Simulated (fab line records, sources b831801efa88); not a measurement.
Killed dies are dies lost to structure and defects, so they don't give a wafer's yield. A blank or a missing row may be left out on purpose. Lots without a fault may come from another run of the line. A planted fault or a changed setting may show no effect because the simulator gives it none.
Problem report in the 8D (eight disciplines) form, filled by code | flow gf180mcu | the parts of the form that need people (team, actions taken, sign-off) are left out

1. THE PROBLEM
oes_product_au at GF_DUAL_GATE_STRIP_13 reads a mean of 0.902 a.u. on 3 wafers of 1 lot; wafers without a fault read 0.716 a.u. with a standard deviation of 0.0044. That is +42 standard deviations from the usual mean.
The step: strips in O2/N2.
First seen on wafer L650.1, day 13 18:11, on plasma_asher-04. The record holds 39 wafers of 13 lots with a number at this step. Rule for "out", or "out of limits": more than 4 standard deviations from the usual mean. The other wafers with a number count as sound.

2. WHAT IT IS AND WHAT IT IS NOT
question                    | is                     | is not
which readings at this step | oes_product_au         | drypump_motor_current_A, heater_power_w
which lots                  | L650                   | L631, L632, L635, L636, L638, L640, L641, L643, L644, L649, L653, L654
which wafers of those lots  | all that have a number | -
read on which tools         | plasma_asher-04        | plasma_asher-01, plasma_asher-03
when                        | from day 13 18:11      | up to then (30 sound wafers); but 6 sound wafers of L653, L654 came after

3. SUSPECTS, AND WHAT RULES EACH OUT
Counting: a tool at a process step up to the reading stays a suspect if it ran every lot that is out and no sound lot after the first of them.
- plasma_asher-02 at GF_MVPSD_STRIP_10 (strips in O2/N2): ruled out as a lasting fault. Sound lots L653 ran on it after its first lot that is out, L650 (day 9 16:34).
- plasma_asher-04 at GF_DUAL_GATE_STRIP_13 (strips in O2/N2): kept. It ran the lot that is out, L650 (day 13 18:11), and no sound lot after that; its last sound lot up to then is L644 (day 11 20:27). Its own readings are out on those wafers: oes_product_au.
Left after counting: plasma_asher-04 at GF_DUAL_GATE_STRIP_13.

4. THE CAUSE (what the simulator had put in)
Strip aborted: plasma_asher-04, from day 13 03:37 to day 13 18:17, at GF_DUAL_GATE_STRIP_13. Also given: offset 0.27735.
Counting left only this tool.

5. THE CHAIN OF EFFECTS, in route order
Each row: a reading whose mean over the struck wafers that have a number lies more than 3 standard deviations from the usual. Only readings for which the record gives a usual standard deviation are gone through. hours: the time from each lot's start at the first step in this table that gives one to its start at this step, as a median over the lots. sigmas: the change in usual standard deviations.
hours | step                  | reading        | usual      | on struck wafers | change | sigmas
0     | GF_DUAL_GATE_STRIP_13 | oes_product_au | 0.716 a.u. | 0.902            | +0.186 | +42
The process steps in it:
- GF_DUAL_GATE_STRIP_13: strips in O2/N2.
Readings that are blank on the struck wafers while sound wafers have them: strip_time_to_endpoint_s at GF_DUAL_GATE_STRIP_13.
Later measuring or inspecting steps at which every struck wafer that the step has a row for has a number for every such reading, and none has moved that far: GF_POLY_GATE_CD_MEAS_18.

6. WHAT WOULD HAVE CAUGHT IT SOONER
In this record the first reading out of limits was taken at day 13 18:11, 15 hours after the fault began at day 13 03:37.
